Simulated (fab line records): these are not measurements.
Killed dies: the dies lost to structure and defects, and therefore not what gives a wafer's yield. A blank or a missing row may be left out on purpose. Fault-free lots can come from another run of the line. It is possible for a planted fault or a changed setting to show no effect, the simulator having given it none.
The same fault as seen by 2 desks	flow gf180mcu	each desk has only its own numbers; what lay behind them comes last

FOR THE TOOL OWNER'S DESK: cvdW-01
The tool's own readings at GF_V3_CVD_23 (deposits W, target thk 350 nm, time 104.9 s): means of the sampled wafers that have a number, for each lot that ran on this tool. The brackets show how far a lot's mean lies from the usual mean; more than 4 standard deviations puts the lot out of limits, marked OUT.
Columns: A = heaterPowerW at GF_V3_CVD_23, usual 862 W
lot	first seen here	A
L951	day 23 01:34	919
L952	day 23 07:11	764
L953	day 23 18:23	840
L957	day 25 02:17	843
L963	day 27 02:43	853
Finding of this desk: none of the 5 lots has anything out of limits.

THE METROLOGY DESK
Means of the sampled wafers that have a number, per lot and without regard to the tool the lot ran on: this is what the gauges read. The brackets show how far a lot's mean lies from the usual mean; more than 4 standard deviations puts the lot out of limits, marked OUT.
Columns: A = V3_W_RS at GF_V3_RS_MEAS_24, usual 0.326 ohm/sq; B = V3_W_THK at GF_V3_THK_MEAS_25, usual 357 nm; C = M4_ALCU_THK at GF_M4_THK_MEAS_06, usual 446 nm
lot	first seen here	A	B	C
L950	day 22 10:50	0.334	342	440
L951	day 23 01:41	0.323	363	446
L952	day 23 07:20	0.322	353	451
L953	day 23 18:30	0.325	359	449
L957	day 25 02:23	0.325	349	446
L963	day 27 02:50	0.301 (-5.3) OUT	389 (+4.8) OUT	446
L966	day 27 22:39	0.332	351	446
L969	day 28 20:21	0.332	349	440
L971	day 29 03:33	0.329	359	443
L972	day 29 08:50	0.327	362	455
Finding of this desk: L963 out of limits, first seen on L963 at day 27 02:50 (V3_W_RS at GF_V3_RS_MEAS_24). Within limits: L950, L951, L952, L953, L957, L966, L969, L971, L972.

ALL TOGETHER
Metrology desk: alarm possible at day 27 02:50 on L963.
Nothing out of limits was seen by the tool owner's desk.
Tool owner's desk: L963 on record, inside its limits.
Of the lots named, all ran GF_V3_CVD_23 on cvdW-01.

WHAT HAD BEEN PUT IN BY THE SIMULATOR
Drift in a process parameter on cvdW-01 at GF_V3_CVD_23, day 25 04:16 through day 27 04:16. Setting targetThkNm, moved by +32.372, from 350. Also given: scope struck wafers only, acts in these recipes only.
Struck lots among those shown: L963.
Time in hours between the start of the fault and the first out-of-limits reading at each desk: metrology desk, 47.
